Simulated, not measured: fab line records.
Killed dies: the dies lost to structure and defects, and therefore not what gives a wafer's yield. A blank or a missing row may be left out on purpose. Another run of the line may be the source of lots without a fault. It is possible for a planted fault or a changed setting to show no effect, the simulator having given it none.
Matching of chambers -- flow sky130 -- rie_diel-02 running SKY_VIA1_ETCH_14: 4 sister chambers
The step etches BARC in N2/H2, stops on SiO2, time 45.9 s, target depth 60 nm. 8 wafers are shown with their chamber, then 7 later ones without.

## WAFERS, EACH WITH ITS CHAMBER
wafer,chamber,oes_product_au (a.u.),throttle_valve_pct (%)
L871.2,1,0.852,13.215
L871.4,3,0.861,13.214
L883.1,1,0.854,13.210
L884.4,3,0.867,13.222
L885.3,2,0.857,13.221
L885.4,2,0.854,13.224
L886.3,0,0.851,13.194
L886.4,0,0.856,13.231

## WAFERS WHOSE CHAMBER IS MISSING
wafer,oes_product_au (a.u.),throttle_valve_pct (%)
L886.5,0.857,13.228
L888.1,0.862,13.224
L888.4,0.862,13.223
L888.6,0.858,13.225
L889.1,0.852,13.227
L889.2,0.850,13.219
L889.4,0.845,13.225

## WHICH CHAMBER EACH ONE RAN IN
wafer,from the rows above,in truth
L886.5,can't be placed: 2 or 0 or 1 or 3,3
L888.1,can't be placed: 3 or 2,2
L888.4,can't be placed: 3 or 2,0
L888.6,can't be placed: 2 or 0 or 1 or 3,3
L889.1,can't be placed: 1 or 0 or 2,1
L889.2,can't be placed: 1 or 0 or 2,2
L889.4,can't be placed: 1 or 0 or 2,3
Correct placement for 0 of the 7. Can't be placed from these rows: 7 (the true chamber is among the candidates in 5). 0 placed wrongly.
How it was worked out, from the rows above alone: a wafer's distance from a chamber is the root of the sum, over the readings, of the square of ((its reading less the chamber's mean) divided by the reading's scatter). The wafer belongs to the nearest chamber; if the next one is less than 2 further off, it can't be placed. For every chamber, the mean is computed from those of its wafers that are shown. How the scatter is found: for the shown wafers, subtract from each reading the mean of its chamber, square and add these, divide the total by (wafers less chambers), then take the root.
